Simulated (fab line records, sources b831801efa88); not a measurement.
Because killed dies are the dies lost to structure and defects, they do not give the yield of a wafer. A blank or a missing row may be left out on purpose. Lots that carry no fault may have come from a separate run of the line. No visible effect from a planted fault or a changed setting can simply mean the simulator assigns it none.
Chamber matching :: flow gf180mcu :: GF_V4_CVD_00 on hdpcvd-01: 3 sister chambers
The step deposits SiO2, target thk 600 nm, time 100 s. 3 wafers are shown with their chamber, then 8 later ones without.

== WAFERS, EACH WITH ITS CHAMBER ==
wafer: L584.3
chamber: 2
susceptorTempC (C): 399.70

wafer: L587.5
chamber: 1
susceptorTempC (C): 399.94

wafer: L588.2
chamber: 0
susceptorTempC (C): 400.17

== WAFERS WITH NO CHAMBER GIVEN ==
wafer: L588.3
susceptorTempC (C): 400.18

wafer: L588.6
susceptorTempC (C): 400.45

wafer: L589.3
susceptorTempC (C): 400.25

wafer: L589.4
susceptorTempC (C): 399.83

wafer: L589.6
susceptorTempC (C): 400.16

wafer: L592.3
susceptorTempC (C): 400.10

wafer: L592.4
susceptorTempC (C): 400.05

wafer: L592.6
susceptorTempC (C): 399.93

== WHICH CHAMBER EACH WENT THROUGH ==
wafer: L588.3
from the rows above: can't be placed: 0 or 1
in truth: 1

wafer: L588.6
from the rows above: can't be placed: 0 or 1
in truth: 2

wafer: L589.3
from the rows above: can't be placed: 0 or 1
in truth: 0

wafer: L589.4
from the rows above: can't be placed: 1 or 2 or 0
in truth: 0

wafer: L589.6
from the rows above: can't be placed: 0 or 1
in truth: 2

wafer: L592.3
from the rows above: can't be placed: 0 or 1
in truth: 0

wafer: L592.4
from the rows above: can't be placed: 1 or 0
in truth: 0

wafer: L592.6
from the rows above: can't be placed: 1 or 2 or 0
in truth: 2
Placed correctly: 0 of 8. Can't be placed from these rows: 8 (the true chamber is among the candidates in 6). Wrongly placed: 0.
How it was worked out, from the rows above alone: a wafer's distance from a chamber is the root of the sum, over the readings, of the square of ((its reading less the chamber's mean) divided by the reading's scatter). If the next closest chamber is less than 2 further off than the closest, the wafer can't be placed; otherwise it belongs to the closest. The mean given for a chamber averages the wafers shown for that chamber. The scatter: with one shown wafer a chamber, the root of the mean of the squares of how far each hidden wafer lies from its nearest shown one.
